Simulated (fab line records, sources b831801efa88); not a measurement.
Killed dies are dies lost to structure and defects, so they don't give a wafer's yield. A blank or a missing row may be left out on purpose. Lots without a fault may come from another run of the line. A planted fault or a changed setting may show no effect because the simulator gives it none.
fab line records | flow sky130
record lots=5 wafers=15 last_day=50
route steps=708 shown METAL1@440 VIA1@458
lots that met no fault: from a run of the same line without faults
start_h: hours from the record's first day to the start of the lot's first wafer shown | wait_h: hours since the lot's step before | " the same as in the row above | L1.1+2: a row that stands for several wafers | - no value, or no start given | * or withheld: withheld | < > ~ a bound
route shown NAME@n: a module of which the file shows steps, and the number in the route of the first | usual: mean/standard deviation of fault-free wafers | same: alike in all rows | chamber/n: place in a boat | sites: the reading at each site | _std_site: their standard deviation | _edge_site: outer sites' mean less inner sites' | radius_mm: how far each site lies from the wafer's centre | mask NAME#n: copy n | behind: the tool/chamber that last shaped the wafer | hold: why the lot was held/for how many hours/how that ended | device: the transistor (n, p or np) that didn't switch | end of line: the same wafers' tests at the end of the route | a step without rows: its recipe alone | killed: dies lost to structure and defects at the first sort, not the wafer's yield | map: a wafer's dies, x killed, . not, _ none there
set.NAME: the setting as run; set.NAME@STEP: as run at that earlier step | model.NAME: the simulator's own value behind a step, which no gauge read
lots at some steps of the route; a table a step, a row a wafer
services: from which hour (start_h, from the record's first day; less than 0 if before it) a tool's chamber was out of use, for how many hours, and why
## steps
# step SKY_METAL1_THK_MEAS_06
# recipe thk_meas_gauge=xrf reads=AlCu_of_METAL1_SPUTTER_02
# usual METAL1_ALCU_THK=255/3.3
# columns lot.wafer tool chamber start_h wait_h METAL1_ALCU_THK[nm]
L079.1 film_metro-03 - 801.71 0.1 252
L079.3 " - " " 256
L079.4 " - " " 253
L083.2 film_metro-01 - 832.81 0.1 248
L083.3 " - " " 250
L083.4 " - " " 253
L085.2 film_metro-03 - 855.42 0.1 256
L085.5 " - " " 255
L085.6 " - " " 256
L086.2 film_metro-02 - 859.06 0.1 256
L086.4 " - " " 252
L086.6 " - " " 256
L090.1 film_metro-01 - 883.94 0.1 256
L090.2 " - " " 255
L090.3 " - " " 256
# step SKY_METAL1_DEHYDRATE_07
# recipe temp_c=200 time_s=60
# columns lot.wafer tool chamber start_h wait_h
L079.1+3+4 litho_track-02 0 814.61 12.9
L083.2+3+4 litho_track-03 0 846.13 13.3
L085.2+5+6 litho_track-02 0 867.19 11.8
L086.2+4+6 litho_track-01 0 872.22 13.1
L090.1+2+3 litho_track-02 0 896.36 12.4
# step SKY_METAL1_HMDS_08
# recipe prime_time_s=60 prime_temp_c=120
# columns lot.wafer tool chamber start_h wait_h
L079.1+3+4 litho_track-02 0 814.76 0.1
L083.2+3+4 litho_track-03 0 846.28 0.1
L085.2+5+6 litho_track-02 0 867.34 0.1
L086.2+4+6 litho_track-01 0 872.37 0.1
L090.1+2+3 litho_track-02 0 896.51 0.1
# step SKY_METAL1_COAT_09
# recipe resist=BARC temp_c=withheld time_s=withheld spin_rpm=3000 resist_thk_nm=60
# columns lot.wafer tool chamber start_h wait_h
L079.1+3+4 litho_track-02 0 814.91 0.1
L083.2+3+4 litho_track-03 0 846.43 0.1
L085.2+5+6 litho_track-02 0 867.49 0.1
L086.2+4+6 litho_track-01 0 872.52 0.1
L090.1+2+3 litho_track-02 0 896.66 0.1
# step SKY_METAL1_COAT_10
# recipe resist=KrF-thick spin_rpm=3000 resist_thk_nm=450
# columns lot.wafer tool chamber start_h wait_h
L079.1+3+4 litho_track-02 0 - -
L083.2+3+4 litho_track-03 0 - -
L085.2+5+6 litho_track-02 0 - -
L086.2+4+6 litho_track-01 0 - -
L090.1+2+3 litho_track-02 0 - -
# step SKY_METAL1_SOFTBAKE_11
# recipe temp_c=100 time_s=90 resist=KrF-thick
# columns lot.wafer tool chamber start_h wait_h
L079.1+3+4 litho_track-02 0 - -
L083.2+3+4 litho_track-03 0 - -
L085.2+5+6 litho_track-02 0 - -
L086.2+4+6 litho_track-01 0 - -
L090.1+2+3 litho_track-02 0 - -
# step SKY_METAL1_EXPOSE_12
# recipe mask_id=MM1 na=0.8 source_shape=annular sigma_inner=0.55 sigma_outer=0.85 target_cd_nm=140 dose_mj=28
# usual stage_vel_mm_s=499.98/0.24
# same na=0.8
# columns lot.wafer tool chamber start_h wait_h mask stage_vel_mm_s
L079.1 krf_scanner-02 0 - - MM1#0 500.26
L079.3 " 0 " " MM1#0 500.16
L079.4 " 0 " " MM1#0 500.14
L083.2 krf_scanner-02 0 - - MM1#0 499.77
L083.3 " 0 " " MM1#0 499.93
L083.4 " 0 " " MM1#0 500.20
L085.2 krf_scanner-01 0 - - MM1#0 500.51
L085.5 " 0 " " MM1#0 500.24
L085.6 " 0 " " MM1#0 499.86
L086.2 krf_scanner-02 0 - - MM1#0 500.24
L086.4 " 0 " " MM1#0 499.92
L086.6 " 0 " " MM1#0 499.90
L090.1 krf_scanner-02 0 - - MM1#0 499.80
L090.2 " 0 " " MM1#0 499.31
L090.3 " 0 " " MM1#0 499.56
# step SKY_METAL1_PEB_13
# recipe peb_temp_c=withheld peb_time_s=withheld resist=KrF-thick
# columns lot.wafer tool chamber start_h wait_h
L079.1+3+4 litho_track-02 0 - -
L083.2+3+4 litho_track-02 0 - -
L085.2+5+6 litho_track-01 0 - -
L086.2+4+6 litho_track-02 0 - -
L090.1+2+3 litho_track-01 0 - -
# step SKY_METAL1_DEVELOP_14
# recipe develop_time_s=60 resist=KrF-thick dev_temp_c=21
# columns lot.wafer tool chamber start_h wait_h
L079.1+3+4 litho_track-02 0 - -
L083.2+3+4 litho_track-02 0 - -
L085.2+5+6 litho_track-01 0 - -
L086.2+4+6 litho_track-02 0 - -
L090.1+2+3 litho_track-01 0 - -
# step SKY_METAL1_CD_MEAS_15
# recipe target_cd_nm=140
# usual cd_nm=139.7/1.5
# columns lot.wafer tool chamber start_h wait_h cd_nm
L079.1 cd_sem-01 - 828.56 - 141.4
L079.3 " - " " 139.4
L079.4 " - " " 139.5
L083.2 cd_sem-01 - 859.43 - 139.2
L083.3 " - " " 138.6
L083.4 " - " " 138.4
L085.2 cd_sem-02 - 881.46 - 139.3
L085.5 " - " " 139.9
L085.6 " - " " 140.3
L086.2 cd_sem-01 - 885.88 - 139.8
L086.4 " - " " 141.5
L086.6 " - " " 141.1
L090.1 cd_sem-02 - 910.49 - 139.6
L090.2 " - " " 139.2
L090.3 " - " " 138.1
# step SKY_METAL1_OVL_MEAS_16
# usual METAL1_OVL=3/5.9
# columns lot.wafer tool chamber start_h wait_h METAL1_OVL[nm]
L079.1 overlay-01 - 828.68 0.1 4
L079.3 " - " " 1
L079.4 " - " " -2
L083.2 overlay-02 - 859.54 0.1 6
L083.3 " - " " -1
L083.4 " - " " 4
L085.2 overlay-02 - 881.57 0.1 6
L085.5 " - " " 0
L085.6 " - " " 8
L086.2 overlay-02 - 885.99 0.1 9
L086.4 " - " " 13
L086.6 " - " " 10
L090.1 overlay-01 - 910.61 0.1 6
L090.2 " - " " 9
L090.3 " - " " 5
# step SKY_METAL1_DESCUM_17
# recipe chemistry=O2 source_power_w=150 bias_power_w=0 pressure_mtorr=10 temp_c=40 time_s=8
# usual drypump_motor_current_A=5.9/0.42 oes_product_au=0.996/0.013
# columns lot.wafer tool chamber start_h wait_h drypump_motor_current_A oes_product_au rf_hours_counter_h
L079.1 rie_metal-04 0 828.72 0.0 6.4 1.009 11
L079.3 " 1 " " 5.4 1.003 -
L079.4 " 0 " " 6.4 1.007 -
L083.2 rie_metal-01 1 859.57 0.0 6.0 0.975 6
L083.3 " 0 " " 6.5 1.005 -
L083.4 " 1 " " 6.0 0.975 -
L085.2 rie_metal-01 1 881.60 0.0 6.0 0.966 6
L085.5 " 1 " " 6.0 0.978 -
L085.6 " 0 " " 6.4 1.019 -
L086.2 rie_metal-02 0 886.02 0.0 5.6 0.990 7
L086.4 " 1 " " 5.4 0.996 -
L086.6 " 1 " " 5.4 1.000 -
L090.1 rie_metal-01 1 910.65 0.0 6.0 0.986 7
L090.2 " 0 " " 6.4 1.003 14
L090.3 " 1 " " 6.0 0.982 -
# step SKY_METAL1_ETCH_18
# recipe chemistry=N2/H2 target=BARC ion_energy_ev=200 bias_w=100 pressure_mtorr=30 n2_flow_sccm=100 h2_flow_sccm=200 icp_w=500 stop_on=SiO2 time_s=45.9 target_depth_a=600
# usual drypump_motor_current_A=5.9/0.42 oes_product_au=0.854/0.0047 throttle_valve_pct=13.224/0.0091
# columns lot.wafer tool chamber start_h wait_h drypump_motor_current_A oes_product_au rf_hours_counter_h throttle_valve_pct
L079.1 rie_metal-04 0 828.75 0.0 6.4 0.848 11 13.230
L079.3 " 1 " " 5.5 0.863 - 13.217
L079.4 " 0 " " 6.4 0.853 - 13.219
L083.2 rie_metal-01 1 859.60 0.0 6.0 0.852 6 13.215
L083.3 " 0 " " 6.4 0.852 - 13.239
L083.4 " 1 " " 6.0 0.857 - 13.213
L085.2 rie_metal-01 1 881.63 0.0 6.0 0.855 6 13.230
L085.5 " 1 " " 6.0 0.852 - 13.223
L085.6 " 0 " " 6.4 0.844 - 13.232
L086.2 rie_metal-02 0 886.05 0.0 5.5 0.853 7 13.236
L086.4 " 1 " " 5.4 0.856 - 13.246
L086.6 " 1 " " 5.3 0.864 - 13.222
L090.1 rie_metal-01 1 910.68 0.0 6.0 0.855 7 13.203
L090.2 " 0 " " 6.4 0.851 14 13.231
L090.3 " 1 " " 6.0 0.851 - 13.236
# step SKY_METAL1_METAL_ETCH_19
# recipe target_depth_a=3600 stop_on=SiO2 over_etch_frac=0.3 time_s=78 chemistry=Cl2/BCl3 resist_sidewall_deg=88 pressure_mtorr=10 icp_w=900 bias_w=48.5 Cl2_flow_sccm=60 bcl3_flow_sccm=30
# usual drypump_motor_current_A=5.9/0.42 oes_product_au=0.856/0.0059 throttle_valve_pct=22.264/0.0091
# columns lot.wafer tool chamber start_h wait_h drypump_motor_current_A oes_product_au rf_hours_counter_h throttle_valve_pct
L079.1 rie_metal-04 0 828.82 0.0 6.4 0.852 11 22.275
L079.3 " 1 " " 5.5 0.858 - 22.254
L079.4 " 0 " " 6.4 0.863 - 22.249
L083.2 rie_metal-01 1 859.67 0.0 6.0 0.844 6 22.267
L083.3 " 0 " " 6.4 0.844 - 22.260
L083.4 " 1 " " 6.0 0.847 - 22.284
L085.2 rie_metal-01 1 881.69 0.0 6.0 0.851 6 22.263
L085.5 " 1 " " 6.0 0.854 - 22.250
L085.6 " 0 " " 6.4 0.849 - 22.256
L086.2 rie_metal-02 0 886.12 0.0 5.5 0.858 7 22.263
L086.4 " 1 " " 5.4 0.849 - 22.250
L086.6 " 1 " " 5.3 0.850 - 22.261
L090.1 rie_metal-01 1 910.74 0.0 6.0 0.850 7 22.260
L090.2 " 0 " " 6.4 0.843 14 22.254
L090.3 " 1 " " 6.0 0.859 - 22.239
# step SKY_METAL1_STRIP_20
# recipe chemistry=O2/N2 power_w=1400 pressure_mtorr=1500 platen_temp_c=withheld o2_flow_sccm=3000 n2_flow_sccm=300 overash_fraction=0.5
# usual drypump_motor_current_A=5.72/0.29 oes_product_au=0.343/0.0051 strip_time_to_endpoint_s=2.71/0.06
# columns lot.wafer tool chamber start_h wait_h drypump_motor_current_A oes_product_au rf_hours_counter_h strip_time_to_endpoint_s
L079.1 plasma_asher-04 0 828.91 0.1 6.05 0.337 70 2.57
L079.3 " 0 " " 6.03 0.342 - 2.67
L079.4 " 1 " " 5.73 0.344 - 2.64
L083.2 plasma_asher-02 0 859.76 0.1 5.95 0.351 105 2.80
L083.3 " 1 " " 5.72 0.340 - 2.64
L083.4 " 0 " " 5.98 0.344 - 2.78
L085.2 plasma_asher-03 1 881.78 0.1 5.20 0.347 46 2.83
L085.5 " 1 " " 5.21 0.346 - 2.81
L085.6 " 0 " " 5.87 0.345 - 2.68
L086.2 plasma_asher-03 0 886.21 0.1 5.84 0.343 47 2.68
L086.4 " 1 " " 5.18 0.336 - 2.75
L086.6 " 1 " " 5.22 0.342 - 2.73
L090.1 plasma_asher-04 0 910.83 0.1 6.06 0.350 80 2.75
L090.2 " 1 " " 5.75 0.344 80 2.63
L090.3 " 1 " " 5.80 0.351 - 2.79
# step SKY_METAL1_STRIP_21
# recipe chemistry=post_etch_residue_remover time_s=1200 temp_c=72.5
# columns lot.wafer tool chamber start_h wait_h
L079.1+3+4 wet_bench-01 3 829.01 0.1
L083.2+3+4 wet_bench-01 2 859.86 0.1
L085.2+5+6 wet_bench-04 1 881.88 0.1
L086.2+4+6 wet_bench-04 3 886.31 0.1
L090.1+2+3 wet_bench-03 2 910.93 0.1
# step SKY_METAL1_CLEAN_22
# recipe chemistry=IPA time_s=180 temp_c=25
# columns lot.wafer tool chamber start_h wait_h
L079.1+3+4 wet_bench-03 0 829.38 0.0
L083.2+3+4 wet_bench-03 2 860.20 0.0
L085.2+5+6 wet_bench-03 1 882.22 0.0
L086.2+4+6 wet_bench-01 3 886.65 0.0
L090.1+2+3 wet_bench-04 2 911.31 0.0
# step SKY_METAL1_CLEAN_23
# recipe chemistry=O3/DIW dry=n2_spin
# columns lot.wafer tool chamber start_h wait_h
L079.1+3+4 wet_bench-01 3 829.44 0.0
L083.2+3+4 wet_bench-04 0 860.26 0.0
L085.2+5+6 wet_bench-04 1 882.29 0.0
L086.2+4+6 wet_bench-03 1 886.71 0.0
L090.1+2+3 wet_bench-03 1 911.36 0.0
# step SKY_VIA1_HDPCVD_00
# recipe material=SiO2 target_thk_nm=1030 sigma_open_frac=0.3 time_s=171.7 temp_c=400 sih4_flow_sccm=57.44 pressure_mtorr=6
# columns lot.wafer tool chamber start_h wait_h
L079.1+3+4 hdpcvd-02 2,0,1 829.54 0.0
L083.2+3+4 hdpcvd-01 0,1,0 860.35 0.0
L085.2+5+6 hdpcvd-02 2,1,2 882.39 0.0
L086.2+4+6 hdpcvd-02 0,1,1 886.81 0.0
L090.1+2+3 hdpcvd-01 2,0,1 911.46 0.0
# step SKY_VIA1_THK_MEAS_01
# recipe reads=SiO2_of_VIA1_HDPCVD_00
# usual VIA1_HDPCVD_THK=985/11
# columns lot.wafer tool chamber start_h wait_h VIA1_HDPCVD_THK[nm]
L079.1 film_metro-01 - 829.65 0.1 988
L079.3 " - " " 995
L079.4 " - " " 1001
L083.2 film_metro-04 - 860.47 0.1 983
L083.3 " - " " 970
L083.4 " - " " 975
L085.2 film_metro-02 - 882.51 0.1 993
L085.5 " - " " 995
L085.6 " - " " 988
L086.2 film_metro-04 - 886.99 0.1 981
L086.4 " - " " 990
L086.6 " - " " 997
L090.1 film_metro-04 - 911.58 0.1 991
L090.2 " - " " 977
L090.3 " - " " 972
# step SKY_VIA1_CMP_02
# recipe material=SiO2 down_force_psi=4 platen_rpm=60 pad_velocity_m_s=0.94248
# usual head_pressure_psi=4.000/0.0084 motor_current_A=12.1/1.3
# columns lot.wafer tool chamber start_h wait_h head_pressure_psi motor_current_A
L079.4 cmp-02 1 829.76 0.1 3.991 10.7
L079.1 " 2 " " 3.981 14.7
L079.3 " 3 " " 4.001 12.1
L083.3 cmp-02 2 860.52 0.0 3.989 13.8
L083.4 " 0 " " 3.983 12.2
L083.2 " 1 " " 4.007 11.4
L085.2 cmp-02 3 882.93 0.4 4.020 12.0
L085.5 " 0 " " 4.019 11.6
L085.6 " 1 " " 4.002 11.7
L086.2 cmp-01 3 887.04 0.0 3.995 12.7
L086.4 " 1 " " 3.987 10.8
L086.6 " 0 " " 3.993 9.9
L090.2 cmp-02 2 911.64 0.0 4.006 14.1
L090.3 " 3 " " 3.998 12.2
L090.1 " 0 " " 3.987 12.2
# step SKY_VIA1_BOW_MEAS_03
# recipe mode=bow
# usual VIA1_BOW=79/6.3
# columns lot.wafer tool chamber start_h wait_h VIA1_BOW[um]
L079.1 film_metro-01 - 830.01 0.1 76
L079.3 " - " " 74
L079.4 " - " " 71
L083.2 film_metro-04 - 860.84 0.1 71
L083.3 " - " " 78
L083.4 " - " " 83
L085.2 film_metro-02 - 883.10 0.1 80
L085.5 " - " " 82
L085.6 " - " " 75
L086.2 film_metro-02 - 887.36 0.3 75
L086.4 " - " " 78
L086.6 " - " " 85
L090.1 film_metro-01 - 911.99 0.2 75
L090.2 " - " " 80
L090.3 " - " " 74
# step SKY_VIA1_DEHYDRATE_04
# recipe temp_c=200 time_s=60
# columns lot.wafer tool chamber start_h wait_h
L079.1+3+4 litho_track-02 0 843.46 13.4
L083.2+3+4 litho_track-01 0 873.37 12.5
L085.2+5+6 litho_track-04 0 895.14 12.0
L086.2+4+6 litho_track-02 0 900.19 12.8
L090.1+2+3 litho_track-01 0 922.94 10.9
# step SKY_VIA1_HMDS_05
# recipe prime_time_s=60 prime_temp_c=120
# columns lot.wafer tool chamber start_h wait_h
L079.1+3+4 litho_track-02 0 843.61 0.1
L083.2+3+4 litho_track-01 0 873.52 0.1
L085.2+5+6 litho_track-04 0 895.29 0.1
L086.2+4+6 litho_track-02 0 900.34 0.1
L090.1+2+3 litho_track-01 0 923.09 0.1
# step SKY_VIA1_COAT_06
# recipe resist=BARC temp_c=withheld time_s=withheld spin_rpm=3000 resist_thk_nm=60
# columns lot.wafer tool chamber start_h wait_h
L079.1+3+4 litho_track-02 0 843.76 0.1
L083.2+3+4 litho_track-01 0 873.67 0.1
L085.2+5+6 litho_track-04 0 895.44 0.1
L086.2+4+6 litho_track-02 0 900.49 0.1
L090.1+2+3 litho_track-01 0 923.24 0.1
# step SKY_VIA1_COAT_07
# recipe resist=KrF-thick spin_rpm=3000 resist_thk_nm=450
# columns lot.wafer tool chamber start_h wait_h
L079.1+3+4 litho_track-02 0 - -
L083.2+3+4 litho_track-01 0 - -
L085.2+5+6 litho_track-04 0 - -
L086.2+4+6 litho_track-02 0 - -
L090.1+2+3 litho_track-01 0 - -
# step SKY_VIA1_SOFTBAKE_08
# recipe temp_c=100 time_s=90 resist=KrF-thick
# columns lot.wafer tool chamber start_h wait_h
L079.1+3+4 litho_track-02 0 - -
L083.2+3+4 litho_track-01 0 - -
L085.2+5+6 litho_track-04 0 - -
L086.2+4+6 litho_track-02 0 - -
L090.1+2+3 litho_track-01 0 - -
# step SKY_VIA1_EXPOSE_09
# recipe mask_id=VIM na=0.8 source_shape=annular sigma_inner=0.55 sigma_outer=0.85 target_cd_nm=150 dose_mj=38
# usual stage_vel_mm_s=500.05/0.24
# same na=0.8
# columns lot.wafer tool chamber start_h wait_h mask stage_vel_mm_s
L079.1 krf_scanner-02 0 - - VIM#0 499.74
L079.3 " 0 " " VIM#0 500.29
L079.4 " 0 " " VIM#0 499.85
L083.2 krf_scanner-02 0 - - VIM#0 500.31
L083.3 " 0 " " VIM#0 500.37
L083.4 " 0 " " VIM#0 500.32
L085.2 krf_scanner-02 0 - - VIM#0 500.12
L085.5 " 0 " " VIM#0 500.10
L085.6 " 0 " " VIM#0 500.09
L086.2 krf_scanner-01 0 - - VIM#0 499.97
L086.4 " 0 " " VIM#0 499.85
L086.6 " 0 " " VIM#0 499.73
L090.1 krf_scanner-01 0 - - VIM#0 499.94
L090.2 " 0 " " VIM#0 500.30
L090.3 " 0 " " VIM#0 499.94
# step SKY_VIA1_PEB_10
# recipe peb_temp_c=withheld peb_time_s=withheld resist=KrF-thick
# columns lot.wafer tool chamber start_h wait_h
L079.1+3+4 litho_track-01 0 - -
L083.2+3+4 litho_track-01 0 - -
L085.2+5+6 litho_track-04 0 - -
L086.2+4+6 litho_track-01 0 - -
L090.1+2+3 litho_track-01 0 - -
# step SKY_VIA1_DEVELOP_11
# recipe develop_time_s=60 resist=KrF-thick dev_temp_c=21
# columns lot.wafer tool chamber start_h wait_h
L079.1+3+4 litho_track-01 0 - -
L083.2+3+4 litho_track-01 0 - -
L085.2+5+6 litho_track-04 0 - -
L086.2+4+6 litho_track-01 0 - -
L090.1+2+3 litho_track-01 0 - -
# step SKY_VIA1_CD_MEAS_12
# recipe target_cd_nm=150
# usual cd_nm=150.2/1.6
# columns lot.wafer tool chamber start_h wait_h cd_nm
L079.1 cd_sem-02 - 857.14 - 151.7
L079.3 " - " " 151.9
L079.4 " - " " 152.7
L083.2 cd_sem-01 - 887.06 - 146.8
L083.3 " - " " 148.3
L083.4 " - " " 148.7
L085.2 cd_sem-02 - 909.64 - 153.5
L085.5 " - " " 154.4
L085.6 " - " " 152.8
L086.2 cd_sem-02 - 913.66 - 150.2
L086.4 " - " " 147.8
L086.6 " - " " 149.4
L090.1 cd_sem-01 - 936.99 - 148.1
L090.2 " - " " 149.0
L090.3 " - " " 148.4
# step SKY_VIA1_OVL_MEAS_13
# usual VIA1_OVL=3/5.4
# columns lot.wafer tool chamber start_h wait_h VIA1_OVL[nm]
L079.1 overlay-02 - 857.26 0.1 3
L079.3 " - " " 8
L079.4 " - " " -3
L083.2 overlay-01 - 887.17 0.1 3
L083.3 " - " " 4
L083.4 " - " " 2
L085.2 overlay-01 - 909.74 0.1 -2
L085.5 " - " " 9
L085.6 " - " " 0
L086.2 overlay-02 - 913.77 0.1 7
L086.4 " - " " 2
L086.6 " - " " 3
L090.1 overlay-01 - 937.11 0.1 -1
L090.2 " - " " -2
L090.3 " - " " 2
# step SKY_VIA1_ETCH_14
# recipe chemistry=N2/H2 target=BARC ion_energy_ev=200 source_w=500 bias_w=100 pressure_mtorr=30 n2_flow_sccm=100 h2_flow_sccm=200 stop_on=SiO2 time_s=45.9 target_depth_a=600
# usual drypump_motor_current_A=5.7/0.51 oes_product_au=0.855/0.0049 throttle_valve_pct=13.226/0.0093
# columns lot.wafer tool chamber start_h wait_h drypump_motor_current_A oes_product_au rf_hours_counter_h throttle_valve_pct
L079.1 rie_diel-01 0 857.30 0.0 5.8 0.851 13 13.230
L079.3 " 2 " " 5.4 0.855 2 13.228
L079.4 " 1 " " 4.9 0.865 12 13.217
L083.2 rie_diel-03 2 887.20 0.0 5.5 0.857 13 13.226
L083.3 " 1 " " 5.9 0.845 13 13.228
L083.4 " 0 " " 6.7 0.856 8 13.231
L085.2 rie_diel-02 0 909.77 0.0 5.2 0.855 26 13.237
L085.5 " 1 " " 5.5 0.859 - 13.229
L085.6 " 2 " " 6.5 0.851 - 13.208
L086.2 rie_diel-01 3 913.80 0.0 5.9 0.856 25 13.241
L086.4 " 1 " " 4.9 0.864 14 13.238
L086.6 " 0 " " 5.8 0.855 - 13.238
L090.1 rie_diel-01 0 937.15 0.0 5.8 0.857 16 13.228
L090.2 " 1 " " 4.9 0.855 15 13.243
L090.3 " 2 " " 5.5 0.856 4 13.235
# step SKY_VIA1_ETCH_15
# recipe target=SiO2 chemistry=C4F8/O2/Ar target_depth_nm=351 stop_on=TiN mask_material=KrF-thick source_w=1500 bias_w=1200 pressure_mtorr=40 c4f8_flow_sccm=withheld O2_flow_sccm=6 Ar_flow_sccm=300 time_s=54
# usual oes_product_au=0.980/0.0061
# columns lot.wafer tool chamber start_h wait_h oes_product_au rf_hours_counter_h
L079.1 rie_diel-01 0 857.34 0.0 0.970 13
L079.3 " 2 " " 0.991 2
L079.4 " 1 " " 0.979 12
L083.2 rie_diel-03 2 887.24 0.0 0.971 13
L083.3 " 1 " " 0.983 13
L083.4 " 0 " " 0.981 8
L085.2 rie_diel-02 0 909.81 0.0 0.969 26
L085.5 " 1 " " 0.975 -
L085.6 " 2 " " 0.976 -
L086.2 rie_diel-01 3 913.84 0.0 0.985 25
L086.4 " 1 " " 0.972 14
L086.6 " 0 " " 0.980 -
L090.1 rie_diel-01 0 937.19 0.0 0.975 16
L090.2 " 1 " " 0.977 15
L090.3 " 2 " " 0.978 4
# step SKY_VIA1_STRIP_16
# recipe chemistry=O2/N2 power_w=1400 pressure_mtorr=1500 platen_temp_c=withheld o2_flow_sccm=3000 n2_flow_sccm=300 overash_fraction=0.5
# usual drypump_motor_current_A=5.73/0.25 oes_product_au=0.415/0.0046 strip_time_to_endpoint_s=4.462/0.022
# columns lot.wafer tool chamber start_h wait_h drypump_motor_current_A oes_product_au rf_hours_counter_h strip_time_to_endpoint_s
L079.1 plasma_asher-01 0 857.39 0.0 5.56 0.417 10 4.478
L079.3 " 1 " " 5.78 0.416 - 4.479
L079.4 " 0 " " 5.57 0.411 - 4.449
L083.2 plasma_asher-04 1 887.29 0.0 5.71 0.425 78 4.471
L083.3 " 0 " " 6.02 0.417 - 4.445
L083.4 " 1 " " 5.71 0.411 - 4.441
L085.2 plasma_asher-04 1 909.86 0.0 5.73 0.417 80 4.474
L085.5 " 0 " " 6.04 0.421 - 4.447
L085.6 " 1 " " 5.75 0.415 - 4.451
L086.2 plasma_asher-04 1 913.89 0.0 5.77 0.414 81 4.503
L086.4 " 1 " " 5.74 0.421 - 4.518
L086.6 " 0 " " 6.00 0.425 - 4.493
L090.1 plasma_asher-04 1 937.24 0.0 5.77 0.414 83 4.448
L090.2 " 0 " " 6.02 0.416 83 4.433
L090.3 " 1 " " 5.76 0.419 - 4.428
# step SKY_VIA1_STRIP_17
# recipe chemistry=post_etch_residue_remover time_s=1200 temp_c=72.5
# columns lot.wafer tool chamber start_h wait_h
L079.1+3+4 wet_bench-02 2 857.49 0.1
L083.2+3+4 wet_bench-01 3 887.39 0.1
L085.2+5+6 wet_bench-02 0 909.96 0.1
L086.2+4+6 wet_bench-03 2 913.99 0.1
L090.1+2+3 wet_bench-03 3 937.34 0.1
# step SKY_VIA1_CLEAN_18
# recipe chemistry=IPA time_s=180 temp_c=25
# columns lot.wafer tool chamber start_h wait_h
L079.1+3+4 wet_bench-01 0 857.83 0.0
L083.2+3+4 wet_bench-03 3 887.76 0.0
L085.2+5+6 wet_bench-01 3 910.30 0.0
L086.2+4+6 wet_bench-01 0 914.36 0.0
L090.1+2+3 wet_bench-01 1 937.74 0.0
# step SKY_VIA1_CLEAN_19
# recipe chemistry=O3/DIW dry=n2_spin
# columns lot.wafer tool chamber start_h wait_h
L079.1+3+4 wet_bench-02 2 857.89 0.0
L083.2+3+4 wet_bench-02 0 887.82 0.0
L085.2+5+6 wet_bench-03 1 910.36 0.0
L086.2+4+6 wet_bench-02 3 914.42 0.0
L090.1+2+3 wet_bench-02 3 937.80 0.0
# step SKY_VIA1_SPUTTER_20
# recipe material=TiN target_thk_nm=20 chamber_pressure_pa=5 power_w=4000 time_s=80
# usual throttle_valve_pct=30.0/0.73
# columns lot.wafer tool chamber start_h wait_h throttle_valve_pct
L079.1 pvd_sputter-01 - 857.98 0.0 28.4
L079.3 " - " " 29.1
L079.4 " - " " 28.9
L083.2 pvd_sputter-02 - 887.93 0.0 29.8
L083.3 " - " " 29.9
L083.4 " - " " 30.8
L085.2 pvd_sputter-03 - 910.46 0.0 30.8
L085.5 " - " " 30.6
L085.6 " - " " 30.3
L086.2 pvd_sputter-03 - 914.51 0.0 29.8
L086.4 " - " " 30.8
L086.6 " - " " 29.8
L090.1 pvd_sputter-01 - 937.89 0.0 31.3
L090.2 " - " " 29.0
L090.3 " - " " 28.4
# step SKY_VIA1_CVD_21
# recipe material=W target_thk_nm=270 time_s=80.902 temp_c=400 pressure_torr=40
# usual heater_power_w=879/76
# columns lot.wafer tool chamber start_h wait_h heater_power_w
L079.1 cvd_w-01 1 858.04 0.0 785
L079.3 " 1 " " 787
L079.4 " 0 " " 883
L083.2 cvd_w-01 1 887.99 0.0 798
L083.3 " 0 " " 911
L083.4 " 1 " " 805
L085.2 cvd_w-01 0 910.52 0.0 909
L085.5 " 0 " " 896
L085.6 " 1 " " 786
L086.2 cvd_w-01 0 914.57 0.0 912
L086.4 " 1 " " 778
L086.6 " 1 " " 784
L090.1 cvd_w-02 0 937.95 0.0 971
L090.2 " 1 " " 885
L090.3 " 1 " " 874
# step SKY_VIA1_RS_MEAS_22
# recipe thk_meas_gauge=four-point-probe reads=W_of_VIA1_CVD_21+TiN_of_VIA1_SPUTTER_20
# usual VIA1_W_RS=0.426/0.0039
# columns lot.wafer tool chamber start_h wait_h VIA1_W_RS[ohm/sq]
L079.1 film_metro-01 - 858.13 0.1 0.426
L079.3 " - " " 0.422
L079.4 " - " " 0.427
L083.2 film_metro-01 - 888.11 0.1 0.425
L083.3 " - " " 0.427
L083.4 " - " " 0.422
L085.2 film_metro-04 - 910.64 0.1 0.426
L085.5 " - " " 0.426
L085.6 " - " " 0.419
L086.2 film_metro-04 - 914.68 0.1 0.430
L086.4 " - " " 0.423
L086.6 " - " " 0.421
L090.1 film_metro-02 - 938.05 0.1 0.424
L090.2 " - " " 0.426
L090.3 " - " " 0.427
# step SKY_VIA1_THK_MEAS_23
# recipe thk_meas_gauge=xrf reads=W_of_VIA1_CVD_21
# usual VIA1_W_THK=258.9/2.4
# columns lot.wafer tool chamber start_h wait_h VIA1_W_THK[nm]
L079.1 film_metro-01 - 858.25 0.1 260.0
L079.3 " - " " 259.5
L079.4 " - " " 259.4
L083.2 film_metro-01 - 888.22 0.1 260.8
L083.3 " - " " 259.4
L083.4 " - " " 262.2
L085.2 film_metro-04 - 910.75 0.1 255.9
L085.5 " - " " 258.4
L085.6 " - " " 261.7
L086.2 film_metro-04 - 914.79 0.1 255.8
L086.4 " - " " 259.7
L086.6 " - " " 261.6
L090.1 film_metro-02 - 938.17 0.1 261.1
L090.2 " - " " 259.3
L090.3 " - " " 258.2
## services
# columns tool chamber start_h hours kind
wet_bench-04 - 796.46 2.6 repair
rie_metal-02 0 800.65 8.9 repair
krf_scanner-01 - 802.18 1.0 pm
krf_scanner-01 - 804.69 0.8 pm
krf_scanner-02 - 804.71 0.9 repair
cvd_w-01 - 811.08 2.8 pm
rie_diel-01 - 814.32 1.2 repair
plasma_asher-03 - 828.14 3.8 repair
rie_metal-04 0 828.93 4.5 repair
krf_scanner-02 - 836.74 1.3 pm
rie_diel-02 3 841.46 3.8 repair
hdpcvd-01 - 843.52 0.5 repair
cmp-02 - 846.00 7.3 repair
rie_diel-01 - 850.39 0.8 repair
krf_scanner-01 - 851.41 1.3 pm
plasma_asher-03 - 855.61 7.6 repair
hdpcvd-02 - 862.33 1.8 repair
cmp-02 - 864.95 0.7 repair
krf_scanner-01 - 884.16 3.6 pm
hdpcvd-02 2 885.10 3.5 repair
krf_scanner-02 - 900.95 1.0 pm
cmp-02 - 916.84 1.1 repair
plasma_asher-04 - 923.14 3.5 repair
rie_diel-01 3 924.23 2.2 repair
## key
fault none
